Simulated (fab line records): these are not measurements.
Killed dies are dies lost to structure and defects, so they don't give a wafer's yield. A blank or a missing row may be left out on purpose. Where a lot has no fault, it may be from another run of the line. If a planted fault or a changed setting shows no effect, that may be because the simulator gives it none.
Matching of chambers / flow sky130 / SKY_FIELD_ISO_ETCH_14 on rie diel-03 has 4 sister chambers
The step etches BARC in N2/H2, stops on SiO2, time 45.9 s, target depth 60 nm. 4 wafers are shown with their chamber, then 9 later ones without.

== WAFERS PAIRED WITH THEIR CHAMBERS ==
wafer=L219.6; chamber=3; drypump motor current A (A)=5.1
wafer=L222.3; chamber=0; drypump motor current A (A)=5.4
wafer=L222.4; chamber=1; drypump motor current A (A)=5.1
wafer=L222.6; chamber=2; drypump motor current A (A)=5.8

== WAFERS WHOSE CHAMBER IS MISSING ==
wafer=L225.1; drypump motor current A (A)=5.3
wafer=L225.3; drypump motor current A (A)=5.1
wafer=L225.5; drypump motor current A (A)=5.1
wafer=L229.2; drypump motor current A (A)=5.3
wafer=L229.4; drypump motor current A (A)=5.9
wafer=L229.5; drypump motor current A (A)=5.9
wafer=L230.2; drypump motor current A (A)=5.3
wafer=L230.3; drypump motor current A (A)=5.1
wafer=L230.4; drypump motor current A (A)=5.8

== WHICH CHAMBER EACH ONE RAN IN ==
wafer=L225.1; from the rows above=can't be placed: 0 or 1 or 3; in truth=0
wafer=L225.3; from the rows above=can't be placed: 1 or 3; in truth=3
wafer=L225.5; from the rows above=can't be placed: 1 or 3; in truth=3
wafer=L229.2; from the rows above=can't be placed: 0 or 1 or 3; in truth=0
wafer=L229.4; from the rows above=2; in truth=2
wafer=L229.5; from the rows above=2; in truth=2
wafer=L230.2; from the rows above=can't be placed: 0 or 1 or 3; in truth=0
wafer=L230.3; from the rows above=can't be placed: 1 or 3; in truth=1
wafer=L230.4; from the rows above=2; in truth=2
Correct placement for 3 of the 9. Unplaceable from these rows: 6, with the true chamber sitting among the candidates in 6. Wrongly placed: 0.
How it was worked out, from the rows above alone: a wafer's distance from a chamber is the root of the sum, over the readings, of the square of ((its reading less the chamber's mean) divided by the reading's scatter). If the next closest chamber is less than 2 further off than the closest, the wafer can't be placed; otherwise it belongs to the closest. The mean given for a chamber averages the wafers shown for that chamber. The scatter (one wafer shown for each chamber): square how far every hidden wafer sits from the nearest shown wafer, average those squares and take the square root.
